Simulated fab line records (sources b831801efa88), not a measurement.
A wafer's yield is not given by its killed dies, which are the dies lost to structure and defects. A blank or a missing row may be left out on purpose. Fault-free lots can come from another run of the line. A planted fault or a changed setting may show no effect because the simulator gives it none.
Which tool is to blame? / flow sfqLine / route of 325 steps, sampled at 1 step: 13 lots, 39 wafers

WHAT EACH GAUGE READ, for each wafer
No reading from a measuring or inspecting step in the record can be judged against a usual standard deviation.

EACH LOT AND THE TOOL THAT RAN IT (in order: tool; ch and the chambers of the sampled wafers; start)
lot=L937; SFQ_TRILAYER_R5_DEP_SPUTTER_132=pvdSputter-04, day 57 08:43
lot=L938; SFQ_TRILAYER_R5_DEP_SPUTTER_132=pvdSputter-06, day 57 09:55
lot=L939; SFQ_TRILAYER_R5_DEP_SPUTTER_132=pvdSputter-04, day 57 20:38
lot=L940; SFQ_TRILAYER_R5_DEP_SPUTTER_132=pvdSputter-06, day 63 07:55
lot=L941; SFQ_TRILAYER_R5_DEP_SPUTTER_132=pvdSputter-03, day 63 10:55
lot=L942; SFQ_TRILAYER_R5_DEP_SPUTTER_132=pvdSputter-06, day 64 01:55
lot=L943; SFQ_TRILAYER_R5_DEP_SPUTTER_132=pvdSputter-06, day 64 12:42
lot=L944; SFQ_TRILAYER_R5_DEP_SPUTTER_132=pvdSputter-06, day 64 19:55
lot=L945; SFQ_TRILAYER_R5_DEP_SPUTTER_132=pvdSputter-06, day 65 23:27
lot=L946; SFQ_TRILAYER_R5_DEP_SPUTTER_132=pvdSputter-03, day 66 00:39
lot=L951; SFQ_TRILAYER_R5_DEP_SPUTTER_132=pvdSputter-06, day 71 02:39
lot=L955; SFQ_TRILAYER_R5_DEP_SPUTTER_132=pvdSputter-06, day 71 21:51
lot=L958; SFQ_TRILAYER_R5_DEP_SPUTTER_132=pvdSputter-04, day 73 08:32
- SFQ_TRILAYER_R5_DEP_SPUTTER_132: material Ti, target thk 5 nm, time 5 s.

AS READ BY THE TOOLS THEMSELVES (means over the sampled wafers that have a number; for cases with no such wafer, the mark the record gives instead)
SFQ_TRILAYER_R5_DEP_SPUTTER_132. Usual: cathodeDcPowerW 2000.0 W, standard deviation 0.32; throttleValvePct 29.9 %, standard deviation 1.
lot=L937; tool=pvdSputter-04; cathodeDcPowerW (W)=1999.8; throttleValvePct (%)=30.8; flag=
lot=L938; tool=pvdSputter-06; cathodeDcPowerW (W)=1999.8; throttleValvePct (%)=30.1; flag=
lot=L939; tool=pvdSputter-04; cathodeDcPowerW (W)=1999.9; throttleValvePct (%)=30.9; flag=
lot=L940; tool=pvdSputter-06; cathodeDcPowerW (W)=1999.8; throttleValvePct (%)=30.0; flag=
lot=L941; tool=pvdSputter-03; cathodeDcPowerW (W)=1999.8; throttleValvePct (%)=29.2; flag=
lot=L942; tool=pvdSputter-06; cathodeDcPowerW (W)=2000.1; throttleValvePct (%)=29.3; flag=
lot=L943; tool=pvdSputter-06; cathodeDcPowerW (W)=2000.0; throttleValvePct (%)=29.2; flag=
lot=L944; tool=pvdSputter-06; cathodeDcPowerW (W)=1999.7; throttleValvePct (%)=30.0; flag=
lot=L945; tool=pvdSputter-06; cathodeDcPowerW (W)=2000.1; throttleValvePct (%)=30.2; flag=
lot=L946; tool=pvdSputter-03; cathodeDcPowerW (W)=1999.9; throttleValvePct (%)=29.0; flag=
lot=L951; tool=pvdSputter-06; cathodeDcPowerW (W)=1999.9; throttleValvePct (%)=30.1; flag=
lot=L955; tool=pvdSputter-06; cathodeDcPowerW (W)=2021.0; throttleValvePct (%)=29.3; flag=OFF
lot=L958; tool=pvdSputter-04; cathodeDcPowerW (W)=2000.1; throttleValvePct (%)=30.6; flag=

THE ANSWER, worked out from the rows above alone
Rule: take the mean of a lot's wafers that have a number; if it is more than 3 standard deviations from the usual mean, the lot is off. Also off: a lot with no number at a reading for which 4 or more lots have one. Any other lot the step has rows for is counted as sound. Order of review: gauges by route order, followed by the tools' own readings, for which a lot's mean as printed above is used. The first step at which some lot is off is used, and at that step the reading that is off furthest; a lot without a number counts as furthest.
Off: L955, at SFQ_TRILAYER_R5_DEP_SPUTTER_132 (cathodeDcPowerW).
If a tool, at that step or one of the process steps before it, ran each lot that is off and ran no sound lot following the first of them, it fits. One fits: SFQ_TRILAYER_R5_DEP_SPUTTER_132 on pvdSputter-06. A fault onset in the window from L951 (day 71 02:39, its last sound lot) to L955 (day 71 21:51, its first lot off) fits.
The tool's own readings at SFQ_TRILAYER_R5_DEP_SPUTTER_132 bear it out: on the lots that are off they differ by more than 5 times the standard deviation of the sound lots' means. cathodeDcPowerW reads 2021.0 W there against 1999.9 W on the sound lots.

WHAT THE SIMULATOR HAD INSERTED
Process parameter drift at SFQ_TRILAYER_R5_DEP_SPUTTER_132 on pvdSputter-06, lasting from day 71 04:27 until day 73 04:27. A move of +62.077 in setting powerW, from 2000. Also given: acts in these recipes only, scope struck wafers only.
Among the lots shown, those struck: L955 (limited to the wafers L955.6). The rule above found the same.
